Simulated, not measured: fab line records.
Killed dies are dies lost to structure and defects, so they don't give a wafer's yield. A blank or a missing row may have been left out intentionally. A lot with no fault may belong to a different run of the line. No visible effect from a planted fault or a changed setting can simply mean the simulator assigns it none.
Matching of chambers || flow gf180mcu || rie-diel-04 running GF_SAB_ETCH_11: 4 sister chambers
The step etches SiO2 in C4F8/O2/Ar, target depth 55 nm, time 8.5 s. 14 wafers are shown with their chamber, then 7 later ones without.

WAFERS PAIRED WITH THEIR CHAMBERS
{"wafer": "L683.1", "chamber": 1, "oes-product-au (a.u.)": 0.986, "bias-w (W)": 1198}
{"wafer": "L683.3", "chamber": 2, "oes-product-au (a.u.)": 0.973, "bias-w (W)": 1207}
{"wafer": "L683.5", "chamber": 2, "oes-product-au (a.u.)": 0.971, "bias-w (W)": 1207}
{"wafer": "L687.1", "chamber": 2, "oes-product-au (a.u.)": 0.969, "bias-w (W)": 1205}
{"wafer": "L687.2", "chamber": 0, "oes-product-au (a.u.)": 0.988, "bias-w (W)": 1197}
{"wafer": "L687.5", "chamber": 1, "oes-product-au (a.u.)": 0.978, "bias-w (W)": 1198}
{"wafer": "L690.1", "chamber": 2, "oes-product-au (a.u.)": 0.966, "bias-w (W)": 1197}
{"wafer": "L690.4", "chamber": 1, "oes-product-au (a.u.)": 0.991, "bias-w (W)": 1202}
{"wafer": "L690.6", "chamber": 0, "oes-product-au (a.u.)": 0.990, "bias-w (W)": 1200}
{"wafer": "L691.1", "chamber": 1, "oes-product-au (a.u.)": 0.981, "bias-w (W)": 1206}
{"wafer": "L691.3", "chamber": 0, "oes-product-au (a.u.)": 0.990, "bias-w (W)": 1196}
{"wafer": "L691.4", "chamber": 3, "oes-product-au (a.u.)": 0.993, "bias-w (W)": 1202}
{"wafer": "L692.1", "chamber": 0, "oes-product-au (a.u.)": 1.002, "bias-w (W)": 1201}
{"wafer": "L692.2", "chamber": 2, "oes-product-au (a.u.)": 0.971, "bias-w (W)": 1199}

SIGNATURES (averages over the wafers above)
{"reading": "oes-product-au", "chamber 0": 0.99250, "chamber 1": 0.98400, "chamber 2": 0.97000, "chamber 3": 0.99300, "scatter within a chamber": 0.00499}
{"reading": "bias-w", "chamber 0": 1198.50, "chamber 1": 1201.00, "chamber 2": 1203.00, "chamber 3": 1202.00, "scatter within a chamber": 3.86}
Rule: a wafer lies at a distance from a chamber equal to the root of the sum of squares, over the readings, of (its reading less the chamber's mean, divided by the reading's scatter). If the next closest chamber is less than 2 further off than the closest, the wafer can't be placed; otherwise it belongs to the closest. The scatter is the square root of a quotient: the sum, over the shown wafers, of each reading's squared deviation from its chamber's mean, divided by wafers minus chambers.

WAFERS WHOSE CHAMBER IS MISSING
{"wafer": "L692.5", "oes-product-au (a.u.)": 0.996, "bias-w (W)": 1201}
{"wafer": "L696.1", "oes-product-au (a.u.)": 0.978, "bias-w (W)": 1194}
{"wafer": "L696.4", "oes-product-au (a.u.)": 0.989, "bias-w (W)": 1201}
{"wafer": "L696.5", "oes-product-au (a.u.)": 0.982, "bias-w (W)": 1201}
{"wafer": "L697.2", "oes-product-au (a.u.)": 0.985, "bias-w (W)": 1207}
{"wafer": "L697.5", "oes-product-au (a.u.)": 0.992, "bias-w (W)": 1206}
{"wafer": "L697.6", "oes-product-au (a.u.)": 0.971, "bias-w (W)": 1196}

THE CHAMBER EACH PASSED THROUGH
{"wafer": "L692.5", "from the rows above": "can't be placed: 3 or 0 or 1", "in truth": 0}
{"wafer": "L696.1", "from the rows above": "can't be placed: 1 or 2 or 0 or 3", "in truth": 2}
{"wafer": "L696.4", "from the rows above": "can't be placed: 3 or 0 or 1", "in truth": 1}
{"wafer": "L696.5", "from the rows above": "can't be placed: 1 or 0 or 3", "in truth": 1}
{"wafer": "L697.2", "from the rows above": "can't be placed: 1 or 3 or 0 or 2", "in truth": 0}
{"wafer": "L697.5", "from the rows above": "can't be placed: 3 or 0 or 1", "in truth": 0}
{"wafer": "L697.6", "from the rows above": "can't be placed: 2 or 1", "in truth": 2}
Correctly placed: 0 of 7. Unplaceable from these rows: 7, with the true chamber sitting among the candidates in 7. Wrongly placed: 0.
